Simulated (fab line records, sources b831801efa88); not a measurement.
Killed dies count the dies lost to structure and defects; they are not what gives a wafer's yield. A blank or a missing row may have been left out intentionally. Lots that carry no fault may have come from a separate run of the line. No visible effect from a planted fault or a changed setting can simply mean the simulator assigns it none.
fab line records	flow sky130
record lots=5	wafers=15	lastDay=50
route steps=708 shown VIA1@460 METAL2@483 PAD_OPEN@708
lots with no fault: from the same line, run without faults
startH: hours from the record's opening day to when the first of the lot's shown wafers began	waitH: hours from the lot's prior step to this one	" repeats the value in the row above	L1.1+2: a single row standing in for several wafers	- no value, or no start was given	* or withheld: withheld	< > ~ a bound
route shown NAME@n: a module of which the file shows steps, and the number in the route of the first	usual: the fault-free wafers' mean and standard deviation	same: alike in all rows	chamber/n: place in a boat	sites: each site's reading	_std_site: the standard deviation of these	_edge_site: mean of outer sites minus mean of inner sites	radiusMm: how far each site lies from the wafer's centre	mask NAME#n: copy n	behind: the most recent tool/chamber to have shaped the wafer	hold: the reason the lot was held/the length of the hold in hours/how it ended	device: the n, p or np transistor that did not switch	end of line: tests of these same wafers at the route's end	for a step that has no rows: nothing shown but its recipe	killed: at the first sort, the dies lost to defects and structure; wafer yield is something else	map: the dies of a wafer, with x for killed, . for not killed, _ for no die there
set.NAME: the run value of the setting; set.NAME@STEP: its run value at that earlier step	model.NAME: the simulator's own value behind a step, which no gauge read
lots at selected steps of the route; one table per step, one row per wafer
services: a tool's chamber out of use, with start hour (startH, from the record's first day; less than 0 if before it), hours out, and reason
## steps
# step SKY_VIA1_CMP_02
# recipe material=SiO2	downForcePsi=4	platenRpm=60	padVelocityMS=0.94248
# step SKY_VIA1_BOW_MEAS_03
# recipe mode=bow
# usual VIA1_BOW=79/6.8
lot.wafer	tool	chamber	startH	waitH	VIA1_BOW[um]
L982.1	filmMetro-02	-	815.83	0.2	85
L982.2	"	-	"	"	78
L982.6	"	-	"	"	93
L987.2	filmMetro-02	-	854.42	0.2	78
L987.5	"	-	"	"	74
L987.6	"	-	"	"	77
L996.1	filmMetro-02	-	914.88	0.1	70
L996.2	"	-	"	"	78
L996.3	"	-	"	"	79
L999.4	filmMetro-04	-	930.32	0.2	88
L999.5	"	-	"	"	72
L999.6	"	-	"	"	73
L100.2	filmMetro-02	-	937.77	0.1	87
L100.3	"	-	"	"	86
L100.5	"	-	"	"	83
# step SKY_VIA1_DEHYDRATE_04
# recipe tempC=200	timeS=60
# step SKY_VIA1_HMDS_05
# recipe primeTimeS=60	primeTempC=120
# step SKY_VIA1_COAT_06
# recipe resist=BARC	tempC=withheld	timeS=withheld	spinRpm=3000	resistThkNm=60
# step SKY_VIA1_COAT_07
# recipe resist=KrF-thick	spinRpm=3000	resistThkNm=450
# step SKY_VIA1_SOFTBAKE_08
# recipe tempC=100	timeS=90	resist=KrF-thick
# step SKY_VIA1_EXPOSE_09
# recipe maskId=VIM	na=0.8	sourceShape=annular	sigmaInner=0.55	sigmaOuter=0.85	targetCdNm=150	doseMj=38
# step SKY_VIA1_PEB_10
# recipe pebTempC=withheld	pebTimeS=withheld	resist=KrF-thick
# step SKY_VIA1_DEVELOP_11
# recipe developTimeS=60	resist=KrF-thick	devTempC=21
# step SKY_VIA1_CD_MEAS_12
# recipe targetCdNm=150
# usual cdNm=150.0/2
lot.wafer	tool	chamber	startH	waitH	cdNm
L982.1	cdSem-02	-	842.29	-	153.2
L982.2	"	-	"	"	154.0
L982.6	"	-	"	"	153.5
L987.2	cdSem-01	-	880.98	-	148.5
L987.5	"	-	"	"	151.2
L987.6	"	-	"	"	149.1
L996.1	cdSem-01	-	939.81	-	151.6
L996.2	"	-	"	"	153.0
L996.3	"	-	"	"	153.7
L999.4	cdSem-01	-	955.27	-	150.6
L999.5	"	-	"	"	150.5
L999.6	"	-	"	"	148.1
L100.2	cdSem-01	-	961.98	-	148.3
L100.3	"	-	"	"	150.4
L100.5	"	-	"	"	150.3
# step SKY_VIA1_OVL_MEAS_13
# usual VIA1_OVL=-1/5.9
lot.wafer	tool	chamber	startH	waitH	VIA1_OVL[nm]
L982.1	overlay-01	-	842.41	0.1	3
L982.2	"	-	"	"	-1
L982.6	"	-	"	"	5
L987.2	overlay-02	-	881.08	0.1	-2
L987.5	"	-	"	"	1
L987.6	"	-	"	"	1
L996.1	overlay-02	-	939.93	0.1	-11
L996.2	"	-	"	"	-9
L996.3	"	-	"	"	-8
L999.4	overlay-01	-	955.35	0.1	6
L999.5	"	-	"	"	0
L999.6	"	-	"	"	11
L100.2	overlay-01	-	962.08	0.1	6
L100.3	"	-	"	"	7
L100.5	"	-	"	"	3
# step SKY_VIA1_ETCH_14
# recipe chemistry=N2/H2	target=BARC	ionEnergyEv=200	sourceW=500	biasW=100	pressureMtorr=30	n2FlowSccm=100	h2FlowSccm=200	stopOn=SiO2	timeS=45.9	targetDepthA=600
# usual drypumpMotorCurrentA=5.8/0.38	oesProductAu=0.855/0.0047	throttleValvePct=13.226/0.0098
lot.wafer	tool	chamber	startH	waitH	drypumpMotorCurrentA	oesProductAu	rfHoursCounterH	throttleValvePct
L982.1	rieDiel-01	1	842.45	0.0	6.2	0.854	6	13.224
L982.2	"	2	"	"	5.3	0.859	22	13.237
L982.6	"	2	"	"	5.3	0.856	-	13.219
L987.2	rieDiel-04	3	881.11	0.0	5.9	0.861	2	13.212
L987.5	"	2	"	"	6.1	0.856	-	13.234
L987.6	"	1	"	"	6.3	0.855	-	13.216
L996.1	rieDiel-02	3	939.96	0.0	5.9	0.850	21	13.198
L996.2	"	1	"	"	5.6	0.856	7	13.233
L996.3	"	2	"	"	5.2	0.853	3	13.231
L999.4	rieDiel-01	0	955.36	0.0	5.5	0.857	11	13.240
L999.5	"	2	"	"	5.3	0.858	-	13.230
L999.6	"	1	"	"	6.2	0.855	-	13.220
L100.2	rieDiel-04	0	962.11	0.0	6.0	0.856	10	13.223
L100.3	"	3	"	"	5.9	0.862	4	13.211
L100.5	"	2	"	"	6.1	0.857	-	13.224
# step SKY_VIA1_ETCH_15
# recipe target=SiO2	chemistry=C4F8/O2/Ar	targetDepthNm=351	stopOn=TiN	maskMaterial=KrF-thick	sourceW=1500	biasW=1200	pressureMtorr=40	c4f8FlowSccm=withheld	O2_flow_sccm=6	Ar_flow_sccm=300	timeS=54
# step SKY_VIA1_STRIP_16
# recipe chemistry=O2/N2	powerW=1400	pressureMtorr=1500	platenTempC=withheld	o2FlowSccm=3000	n2FlowSccm=300	overashFraction=0.5
# usual drypumpMotorCurrentA=5.6/0.44	oesProductAu=0.416/0.0044	stripTimeToEndpointS=4.462/0.028
lot.wafer	tool	chamber	startH	waitH	drypumpMotorCurrentA	oesProductAu	rfHoursCounterH	stripTimeToEndpointS
L982.1	plasmaAsher-04	1	842.54	0.0	5.7	0.426	96	4.468
L982.2	"	0	"	"	5.1	0.423	96	4.476
L982.6	"	0	"	"	5.1	0.413	-	4.445
L987.2	plasmaAsher-04	1	881.20	0.0	5.7	0.420	100	4.449
L987.5	"	1	"	"	5.7	0.419	-	4.471
L987.6	"	0	"	"	5.1	0.417	-	4.488
L996.1	plasmaAsher-02	0	940.05	0.0	6.2	0.417	19	4.473
L996.2	"	1	"	"	6.5	0.418	19	4.500
L996.3	"	0	"	"	6.2	0.422	-	4.454
L999.4	plasmaAsher-03	0	955.49	0.1	5.3	0.417	-	4.480
L999.5	"	1	"	"	5.7	0.422	-	4.464
L999.6	"	0	"	"	5.3	0.411	-	4.454
L100.2	plasmaAsher-04	1	962.20	0.0	5.7	0.418	107	4.464
L100.3	"	1	"	"	5.7	0.420	-	4.452
L100.5	"	0	"	"	5.1	0.417	-	4.531
# step SKY_VIA1_STRIP_17
# recipe chemistry=postEtchResidueRemover	timeS=1200	tempC=72.5
# step SKY_VIA1_CLEAN_18
# recipe chemistry=IPA	timeS=180	tempC=25
# step SKY_VIA1_CLEAN_19
# recipe chemistry=O3/DIW	dry=n2Spin
# step SKY_VIA1_SPUTTER_20
# recipe material=TiN	targetThkNm=20	chamberPressurePa=5	powerW=4000	timeS=80
# step SKY_VIA1_CVD_21
# recipe material=W	targetThkNm=270	timeS=80.902	tempC=400	pressureTorr=40
# step SKY_VIA1_RS_MEAS_22
# recipe thkMeasGauge=four-point-probe	reads=W_of_VIA1_CVD_21+TiN_of_VIA1_SPUTTER_20
# usual VIA1_W_RS=0.427/0.005
lot.wafer	tool	chamber	startH	waitH	VIA1_W_RS[ohm/sq]
L982.1	filmMetro-04	-	843.28	0.1	0.424
L982.2	"	-	"	"	0.431
L982.6	"	-	"	"	0.420
L987.2	filmMetro-02	-	882.07	0.2	0.428
L987.5	"	-	"	"	0.439
L987.6	"	-	"	"	0.433
L996.1	filmMetro-04	-	940.80	0.1	0.425
L996.2	"	-	"	"	0.426
L996.3	"	-	"	"	0.431
L999.4	filmMetro-04	-	956.36	0.1	0.417
L999.5	"	-	"	"	0.413
L999.6	"	-	"	"	0.417
L100.2	filmMetro-02	-	963.03	0.1	0.436
L100.3	"	-	"	"	0.431
L100.5	"	-	"	"	0.435
# step SKY_VIA1_THK_MEAS_23
# recipe thkMeasGauge=xrf	reads=W_of_VIA1_CVD_21
# usual VIA1_W_THK=267/3.8
lot.wafer	tool	chamber	startH	waitH	VIA1_W_THK[nm]
L982.1	filmMetro-04	-	843.40	0.1	269
L982.2	"	-	"	"	265
L982.6	"	-	"	"	272
L987.2	filmMetro-02	-	882.18	0.1	265
L987.5	"	-	"	"	260
L987.6	"	-	"	"	262
L996.1	filmMetro-04	-	940.92	0.1	268
L996.2	"	-	"	"	268
L996.3	"	-	"	"	265
L999.4	filmMetro-04	-	956.45	0.1	276
L999.5	"	-	"	"	276
L999.6	"	-	"	"	274
L100.2	filmMetro-02	-	963.14	0.1	261
L100.3	"	-	"	"	264
L100.5	"	-	"	"	263
# step SKY_VIA1_CMP_24
# recipe stopOn=SiO2	tOverpolishS=15	downForcePsi=3.5	platenRpm=60	targetThkNm=0	padVelocityMS=0.94248
# usual motorCurrentA=11.6/1.1	overpolishRunS=15.001/0.0094	retainingRingPressureFrac=1.000/0.0048	timeToEndpointS=63/4.4
# same tOverpolishS=15
lot.wafer	tool	chamber	startH	waitH	motorCurrentA	overpolishRunS	retainingRingPressureFrac	timeToEndpointS
L982.1	cmp-01	3	843.46	0.1	11.9	14.995	0.996	57
L982.2	"	2	"	"	11.7	15.006	1.004	63
L982.6	"	0	"	"	11.3	15.006	1.008	60
L987.2	cmp-02	0	882.33	0.1	13.8	15.001	0.993	66
L987.5	"	2	"	"	11.3	14.993	1.005	55
L987.6	"	3	"	"	9.7	14.991	1.003	58
L996.3	cmp-01	2	940.98	0.0	11.3	15.017	1.000	64
L996.2	"	3	"	"	11.6	15.006	0.999	59
L996.1	"	1	"	"	11.6	15.010	0.995	59
L999.4	cmp-01	0	956.58	0.1	11.6	14.994	0.998	66
L999.5	"	2	"	"	11.7	15.000	1.004	71
L999.6	"	3	"	"	12.1	15.001	0.999	65
L100.2	cmp-01	0	963.42	0.3	11.0	14.993	1.009	62
L100.3	"	1	"	"	12.1	15.004	0.994	60
L100.5	"	0	"	"	11.0	15.009	1.007	65
# step SKY_METAL2_SPUTTER_00
# recipe material=Ti	targetThkNm=15	powerW=3000	timeS=10	chamberPressurePa=0.4
# usual throttleValvePct=30.2/1.1
lot.wafer	tool	chamber	startH	waitH	throttleValvePct
L982.1	pvdSputter-02	-	843.76	0.2	29.7
L982.2	"	-	"	"	29.6
L982.6	"	-	"	"	30.0
L987.2	pvdSputter-02	-	882.53	0.1	29.3
L987.5	"	-	"	"	28.9
L987.6	"	-	"	"	29.5
L996.1	pvdSputter-04	-	941.28	0.1	28.8
L996.2	"	-	"	"	30.9
L996.3	"	-	"	"	30.6
L999.4	pvdSputter-02	-	956.78	0.1	30.7
L999.5	"	-	"	"	29.6
L999.6	"	-	"	"	29.9
L100.2	pvdSputter-02	-	963.72	0.2	29.6
L100.3	"	-	"	"	29.1
L100.5	"	-	"	"	29.7
# step SKY_METAL2_SPUTTER_01
# recipe material=TiN	targetThkNm=20	powerW=6500	timeS=16.7	chamberPressurePa=0.4
# step SKY_METAL2_SPUTTER_02
# recipe material=AlCu	targetThkNm=250	powerW=10600	timeS=13.3	chamberPressurePa=0.4
# usual throttleValvePct=30.3/1.1
lot.wafer	tool	chamber	startH	waitH	throttleValvePct
L982.1	pvdSputter-02	-	843.81	0.0	29.7
L982.2	"	-	"	"	30.1
L982.6	"	-	"	"	29.8
L987.2	pvdSputter-02	-	882.58	0.0	29.1
L987.5	"	-	"	"	28.8
L987.6	"	-	"	"	29.6
L996.1	pvdSputter-04	-	941.33	0.0	28.8
L996.2	"	-	"	"	30.9
L996.3	"	-	"	"	30.5
L999.4	pvdSputter-02	-	956.82	0.0	30.7
L999.5	"	-	"	"	29.5
L999.6	"	-	"	"	29.8
L100.2	pvdSputter-02	-	963.77	0.0	30.0
L100.3	"	-	"	"	28.9
L100.5	"	-	"	"	29.5
# step SKY_METAL2_SPUTTER_03
# recipe material=Ti	targetThkNm=5	powerW=3000	timeS=3.3	chamberPressurePa=0.4
# usual throttleValvePct=30.2/1
lot.wafer	tool	chamber	startH	waitH	throttleValvePct
L982.1	pvdSputter-02	-	843.83	0.0	29.7
L982.2	"	-	"	"	29.7
L982.6	"	-	"	"	29.9
L987.2	pvdSputter-02	-	882.60	0.0	28.9
L987.5	"	-	"	"	28.9
L987.6	"	-	"	"	29.7
L996.1	pvdSputter-04	-	941.35	0.0	28.8
L996.2	"	-	"	"	30.9
L996.3	"	-	"	"	30.3
L999.4	pvdSputter-02	-	956.85	0.0	30.7
L999.5	"	-	"	"	29.5
L999.6	"	-	"	"	29.7
L100.2	pvdSputter-02	-	963.79	0.0	29.9
L100.3	"	-	"	"	29.2
L100.5	"	-	"	"	29.7
# step SKY_METAL2_SPUTTER_04
# recipe material=TiN	targetThkNm=70	powerW=6500	timeS=58.3	chamberPressurePa=0.4
# step SKY_METAL2_RS_MEAS_05
# recipe thkMeasGauge=four-point-probe	reads=TiN_of_METAL2_SPUTTER_04+Ti_of_METAL2_SPUTTER_03+AlCu_of_METAL2_SPUTTER_02+TiN_of_METAL2_SPUTTER_01+Ti_of_METAL2_SPUTTER_00
# usual METAL2_ALCU_RS=0.1276/0.0017
lot.wafer	tool	chamber	startH	waitH	METAL2_ALCU_RS[ohm/sq]
L982.1	filmMetro-02	-	843.90	0.0	0.1273
L982.2	"	-	"	"	0.1257
L982.6	"	-	"	"	0.1283
L987.2	filmMetro-01	-	882.69	0.0	0.1253
L987.5	"	-	"	"	0.1258
L987.6	"	-	"	"	0.1279
L996.1	filmMetro-01	-	941.42	0.0	0.1248
L996.2	"	-	"	"	0.1242
L996.3	"	-	"	"	0.1255
L999.4	filmMetro-01	-	956.98	0.1	0.1286
L999.5	"	-	"	"	0.1290
L999.6	"	-	"	"	0.1298
L100.2	filmMetro-04	-	963.88	0.0	0.1317
L100.3	"	-	"	"	0.1261
L100.5	"	-	"	"	0.1290
# step SKY_METAL2_THK_MEAS_06
# recipe thkMeasGauge=xrf	reads=AlCu_of_METAL2_SPUTTER_02
# usual METAL2_ALCU_THK=248/3.8
lot.wafer	tool	chamber	startH	waitH	METAL2_ALCU_THK[nm]
L982.1	filmMetro-02	-	844.02	0.1	248
L982.2	"	-	"	"	251
L982.6	"	-	"	"	245
L987.2	filmMetro-01	-	882.80	0.1	252
L987.5	"	-	"	"	250
L987.6	"	-	"	"	247
L996.1	filmMetro-01	-	941.54	0.1	252
L996.2	"	-	"	"	256
L996.3	"	-	"	"	253
L999.4	filmMetro-01	-	957.07	0.1	245
L999.5	"	-	"	"	246
L999.6	"	-	"	"	243
L100.2	filmMetro-04	-	963.99	0.1	243
L100.3	"	-	"	"	254
L100.5	"	-	"	"	250
# step SKY_METAL2_DEHYDRATE_07
# recipe tempC=200	timeS=60
# step SKY_METAL2_HMDS_08
# recipe primeTimeS=60	primeTempC=120
# step SKY_METAL2_COAT_09
# recipe resist=BARC	tempC=withheld	timeS=withheld	spinRpm=3000	resistThkNm=60
# step SKY_METAL2_COAT_10
# recipe resist=KrF-thick	spinRpm=3000	resistThkNm=450
# step SKY_METAL2_SOFTBAKE_11
# recipe tempC=100	timeS=90	resist=KrF-thick
# step SKY_METAL2_EXPOSE_12
# recipe maskId=MM2	na=0.8	sourceShape=annular	sigmaInner=0.55	sigmaOuter=0.85	targetCdNm=140	doseMj=28
# step SKY_METAL2_PEB_13
# recipe pebTempC=withheld	pebTimeS=withheld	resist=KrF-thick
# step SKY_METAL2_DEVELOP_14
# recipe developTimeS=60	resist=KrF-thick	devTempC=21
# step SKY_METAL2_CD_MEAS_15
# recipe targetCdNm=140
# usual cdNm=139.7/1.8
lot.wafer	tool	chamber	startH	waitH	cdNm
L982.1	cdSem-02	-	869.45	-	140.5
L982.2	"	-	"	"	141.7
L982.6	"	-	"	"	141.1
L987.2	cdSem-01	-	908.11	-	137.9
L987.5	"	-	"	"	139.0
L987.6	"	-	"	"	140.0
L996.1	cdSem-02	-	965.20	-	143.9
L996.2	"	-	"	"	142.6
L996.3	"	-	"	"	144.5
L999.4	cdSem-01	-	981.70	-	138.1
L999.5	"	-	"	"	136.4
L999.6	"	-	"	"	138.2
L100.2	cdSem-02	-	988.62	-	138.2
L100.3	"	-	"	"	139.9
L100.5	"	-	"	"	139.6
# step SKY_METAL2_OVL_MEAS_16
# usual METAL2_OVL=0/5.2
lot.wafer	tool	chamber	startH	waitH	METAL2_OVL[nm]
L982.1	overlay-01	-	869.57	0.1	5
L982.2	"	-	"	"	7
L982.6	"	-	"	"	10
L987.2	overlay-02	-	908.22	0.1	0
L987.5	"	-	"	"	0
L987.6	"	-	"	"	2
L996.1	overlay-02	-	965.32	0.1	3
L996.2	"	-	"	"	5
L996.3	"	-	"	"	0
L999.4	overlay-01	-	981.78	0.1	-7
L999.5	"	-	"	"	-9
L999.6	"	-	"	"	-8
L100.2	overlay-01	-	988.72	0.1	3
L100.3	"	-	"	"	1
L100.5	"	-	"	"	4
# step SKY_METAL2_DESCUM_17
# recipe chemistry=O2	sourcePowerW=150	biasPowerW=0	pressureMtorr=10	tempC=40	timeS=8
# step SKY_METAL2_ETCH_18
# recipe chemistry=N2/H2	target=BARC	ionEnergyEv=200	biasW=100	pressureMtorr=30	n2FlowSccm=100	h2FlowSccm=200	icpW=500	stopOn=SiO2	timeS=45.9	targetDepthA=600
# step SKY_PAD_OPEN_PROBE_99
# usual defectLimitedYield=82.3/2.1	killed_at_M0_to_M3=45/6.9	killed_at_M4_up=3.1/1.7	killedAtContacts=24/5.7	killedAtFrontEnd=15/4.6	killedAtOther=0.3/0.57	killedDies=87/10	killedOpen=48/7.4	killedShort=39/6.7	sort_bin_3_pad_short=0.9/0.41	sort_bin_5_function=10.4/1.5	sort_bin_6_memory=6.4/1.1	sortNPass=405/10	sortYieldPct=82.3/2.1
# same grossDies=492	killedAtBackSide=0	sort_bin_4_leakage[%]=0	sort_bin_8_speed[%]=0
lot.wafer	tool	chamber	startH	waitH	defectLimitedYield[%]	killed_at_M0_to_M3	killed_at_M4_up	killedAtContacts	killedAtFrontEnd	killedAtOther	killedDies	killedOpen	killedShort	sort_bin_3_pad_short[%]	sort_bin_5_function[%]	sort_bin_6_memory[%]	sortNPass	sortYieldPct[%]	model.etest.tester.sortNPass	model.etest.tester.sortYieldPct	model.etest.tester.sort_bin_5_pct	model.etest.tester.sort_bin_3_pct
L982.1	prober-01	-	1115.36	0.1	78.3	57	2	33	15	0	107	60	47	0.2	12.2	9.3	385	78.3	385	78.25	12.2	0.2033
L982.2	prober-01	-	1115.41	0.1	84.1	38	3	25	12	0	78	48	30	1.0	8.9	5.9	414	84.1	414	84.15	8.943	1.016
L982.6	prober-01	-	1115.61	0.2	82.1	38	3	26	21	0	88	47	41	0.6	10.4	6.9	404	82.1	404	82.11	10.37	0.6098
L987.2	prober-01	-	1144.97	0.1	85.2	42	0	23	8	0	73	39	34	0.6	8.7	5.5	419	85.2	419	85.16	8.74	0.6098
L987.5	prober-01	-	1145.12	0.2	83.3	43	2	25	12	0	82	45	37	0.4	10.0	6.3	410	83.3	410	83.33	9.959	0.4065
L987.6	prober-01	-	1145.17	0.2	78.3	66	4	21	16	0	107	45	33	2.2	13.2	6.3	385	78.3	385	78.25	13.21	2.236
L996.1	prober-02	-	1187.07	0.1	81.1	43	1	33	16	0	93	50	43	1.2	10.6	7.1	399	81.1	399	81.1	10.57	1.22
L996.2	prober-02	-	1187.12	0.1	80.7	58	1	21	15	0	95	53	42	0.4	11.8	7.1	397	80.7	397	80.69	11.79	0.4065
L996.3	prober-02	-	1187.17	0.2	83.7	47	2	22	9	0	80	43	37	1.0	10.6	4.7	412	83.7	412	83.74	10.57	1.016
L999.4	prober-01	-	1197.72	0.2	84.8	36	3	26	10	0	75	35	40	0.6	7.7	6.9	417	84.8	417	84.76	7.724	0.6098
L999.5	prober-01	-	1197.77	0.2	83.5	43	4	28	6	0	81	45	36	0.4	10.4	5.7	411	83.5	411	83.54	10.37	0.4065
L999.6	prober-01	-	1197.82	0.2	79.7	54	5	19	22	0	100	58	42	1.4	13.6	5.3	392	79.7	392	79.67	13.62	1.423
L100.2	prober-02	-	1201.81	0.1	79.9	53	1	22	23	0	99	53	46	1.0	12.2	6.9	393	79.9	393	79.88	12.2	1.016
L100.3	prober-02	-	1201.86	0.2	82.5	42	1	31	12	0	86	58	28	0.8	10.2	6.5	406	82.5	406	82.52	10.16	0.813
L100.5	prober-02	-	1201.96	0.2	84.3	47	1	21	7	1	77	45	32	0.6	10.4	4.7	415	84.3	415	84.35	10.37	0.6098
# killed by level:class
L982.1 VIA1:geometricParticle:open=17 CONTACT:geometricParticle:open=10 LI_CONTACT:geometricParticle:open=10 VIA3:geometricParticle:open=7 VIA2:geometricParticle:short=6 METAL1:geometricParticle:short=6 LI_CONTACT:geometricParticle:short=5 LOCAL_INTERCONNECT:geometricParticle:short=5
L982.2 CONTACT:geometricParticle:open=9 VIA1:geometricParticle:open=8 VIA1:geometricParticle:short=6 LI_CONTACT:geometricParticle:open=5 VIA3:geometricParticle:open=5 METAL1:geometricParticle:short=4 VIA2:geometricParticle:open=4 FIELD_ISO:geometricParticle:open=3
L982.6 CONTACT:geometricParticle:short=9 VIA1:geometricParticle:open=8 VIA3:geometricParticle:open=8 LI_CONTACT:geometricParticle:open=6 POLY_GATE:geometricParticle:short=5 SPACER:geometricParticle:open=5 CONTACT:geometricParticle:open=5 VIA1:geometricParticle:short=5
L987.2 METAL2:geometricParticle:short=12 VIA1:geometricParticle:open=11 CONTACT:geometricParticle:open=10 LI_CONTACT:geometricParticle:open=5 VIA3:geometricParticle:open=5 LOCAL_INTERCONNECT:geometricParticle:short=4 FIELD_ISO:geometricParticle:open=3 POLY_GATE:geometricParticle:short=3
L987.5 CONTACT:geometricParticle:open=13 VIA1:geometricParticle:open=7 METAL2:geometricParticle:short=7 LI_CONTACT:geometricParticle:open=5 LOCAL_INTERCONNECT:geometricParticle:short=5 VIA1:geometricParticle:short=5 METAL3:geometricParticle:short=5 METAL1:geometricParticle:short=4
L987.6 VIA1:unspecified=29 VIA1:geometricParticle:open=10 CONTACT:geometricParticle:open=9 LI_CONTACT:geometricParticle:open=5 VIA1:geometricParticle:short=5 VIA3:geometricParticle:open=5 VIA2:geometricParticle:open=4 POLY_GATE:geometricParticle:open=4
L996.1 LI_CONTACT:geometricParticle:open=11 CONTACT:geometricParticle:open=10 VIA1:geometricParticle:open=9 METAL2:geometricParticle:short=9 CONTACT:geometricParticle:short=6 METAL1:geometricParticle:short=5 FIELD_ISO:geometricParticle:short=4 POLY_GATE:geometricParticle:short=4
L996.2 VIA2:geometricParticle:open=11 VIA1:geometricParticle:short=9 VIA1:geometricParticle:open=9 CONTACT:geometricParticle:open=8 VIA2:geometricParticle:short=8 FIELD_ISO:geometricParticle:open=6 LI_CONTACT:geometricParticle:open=6 VIA3:geometricParticle:open=6
L996.3 VIA1:geometricParticle:open=11 CONTACT:geometricParticle:open=11 VIA2:geometricParticle:open=9 VIA1:geometricParticle:short=6 METAL1:geometricParticle:short=5 METAL2:geometricParticle:short=5 LI_CONTACT:geometricParticle:open=4 VIA3:geometricParticle:open=4
L999.4 CONTACT:geometricParticle:open=8 LI_CONTACT:geometricParticle:open=6 CONTACT:geometricParticle:short=6 VIA1:geometricParticle:short=6 VIA2:geometricParticle:open=6 FIELD_ISO:geometricParticle:short=5 METAL2:geometricParticle:short=5 LI_CONTACT:geometricParticle:short=4
L999.5 VIA3:geometricParticle:open=10 VIA1:geometricParticle:open=9 CONTACT:geometricParticle:open=8 METAL2:geometricParticle:short=7 LI_CONTACT:geometricParticle:open=6 CONTACT:geometricParticle:short=6 LI_CONTACT:geometricParticle:short=5 FIELD_ISO:geometricParticle:open=4
L999.6 VIA1:geometricParticle:open=11 VIA3:geometricParticle:open=10 POLY_GATE:geometricParticle:open=9 METAL2:geometricParticle:short=8 VIA2:geometricParticle:open=7 CONTACT:geometricParticle:open=6 VIA2:geometricParticle:short=6 LOCAL_INTERCONNECT:geometricParticle:short=5
L100.2 CONTACT:geometricParticle:open=12 METAL1:geometricParticle:short=11 VIA3:geometricParticle:open=9 VIA1:geometricParticle:open=8 VIA2:geometricParticle:open=7 FIELD_ISO:geometricParticle:short=6 FIELD_ISO:geometricParticle:open=6 VIA1:geometricParticle:short=4
L100.3 VIA1:geometricParticle:open=14 LI_CONTACT:geometricParticle:open=11 CONTACT:geometricParticle:open=10 FIELD_ISO:geometricParticle:open=6 VIA2:geometricParticle:open=6 VIA1:geometricParticle:short=6 VIA3:geometricParticle:open=6 CONTACT:geometricParticle:short=5
L100.5 VIA1:geometricParticle:open=15 LI_CONTACT:geometricParticle:open=7 VIA2:geometricParticle:open=6 CONTACT:geometricParticle:open=5 LI_CONTACT:geometricParticle:short=5 METAL2:geometricParticle:short=5 VIA3:geometricParticle:open=4 CONTACT:geometricParticle:short=3
# map L987.6 (x killed, . not)
__________x..x......_________
________xxx..........._______
______xxxxxx.x..xx..xx.._____
_____xxxxxxx....x....x...____
____.xxxxxx.........x.x...___
___xxxxxxx.....xx....x.....__
__..x..x.....x..x...x......x_
_.x.......x......x....x..xxx.
_........x.......x.....x.....
_..........x...xx........x.x.
_..x....x...x................
_..x...xx...x................
_.......x..xx..xx....x.......
_....x...........x......x....
_...........x.....x...x....x.
__......x..x....x.........x._
___.x....x.......x......x..__
____........x...........xx___
_____x...x.............xx____
______x........xx..x...._____
________x...........xx_______
__________.....x...._________
# map L100.2 (x killed, . not)
__________...x..x.x._________
________..x.......x..._______
______x..x....x....x..xx_____
_____.......xx....x..x...____
____..x....x....xx...x....___
___x....xxx.........xx.....__
__....xx...............xx..x_
_xx.......x...x.......x...x..
_x......x...x..x.x...x....x..
_x.x.x...x....x..x.x.........
_..............x............x
_.......x.x...........x....xx
_..........x...........x.....
_........x.x.....xx...x......
_...........xx...xx..x..x....
__..x.x........x.xx...x..x.._
___..........x.........xx..__
____...xx...x....x.x.x....___
_____....x...x........xx.____
______x...x.....xx....x._____
________.x...x........_______
__________.....x...._________
## services
tool	chamber	startH	hours	kind
pvdSputter-02	-	819.48	4.2	repair
rieDiel-02	2	830.67	4.1	repair
cmp-01	-	837.09	6.3	pm
cmp-02	-	839.33	0.5	repair
plasmaAsher-04	-	843.59	2.9	repair
rieDiel-02	1	845.75	3.2	repair
cmp-01	-	846.65	2.5	repair
plasmaAsher-03	-	849.01	2.8	pm
cmp-01	-	851.60	1.3	repair
plasmaAsher-02	-	851.93	4.4	repair
rieDiel-01	2	853.08	7.4	repair
cmp-02	-	866.45	0.8	repair
cmp-02	-	870.16	0.2	repair
rieDiel-01	-	875.20	0.3	repair
plasmaAsher-02	-	878.65	6.3	repair
pvdSputter-04	-	880.82	6.8	repair
plasmaAsher-03	-	887.08	0.5	repair
plasmaAsher-04	-	890.12	5.9	repair
cmp-02	-	891.69	0.5	repair
pvdSputter-04	-	901.89	15.8	repair
rieDiel-01	-	909.07	6.1	repair
cmp-01	-	913.18	1.4	repair
rieDiel-04	0	925.82	8.5	repair
rieDiel-01	3	940.07	6.2	repair
## key
firstSign step=SKY_PAD_OPEN_PROBE_99	reading=sort_bin_3_pad_short	direction=up	sigmas=3.3	usual=0.9	struck=2.2
effect step=SKY_PAD_OPEN_PROBE_99	reading=killed_at_M0_to_M3	direction=up	sigmas=3.1	usual=45	struck=66
modelEffect step=SKY_PAD_OPEN_PROBE_99	value=etest.tester.sortNPass	without=408	struck=385
metAt SKY_VIA1_ETCH_14
struckWafers L987.6
fault kind=chamberParticleSource	tool=rieDiel-04	chamber=1	onsetH=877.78	steps=SKY_VIA1_ETCH_14	ratePerVisitCm2=0.69995	endH=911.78
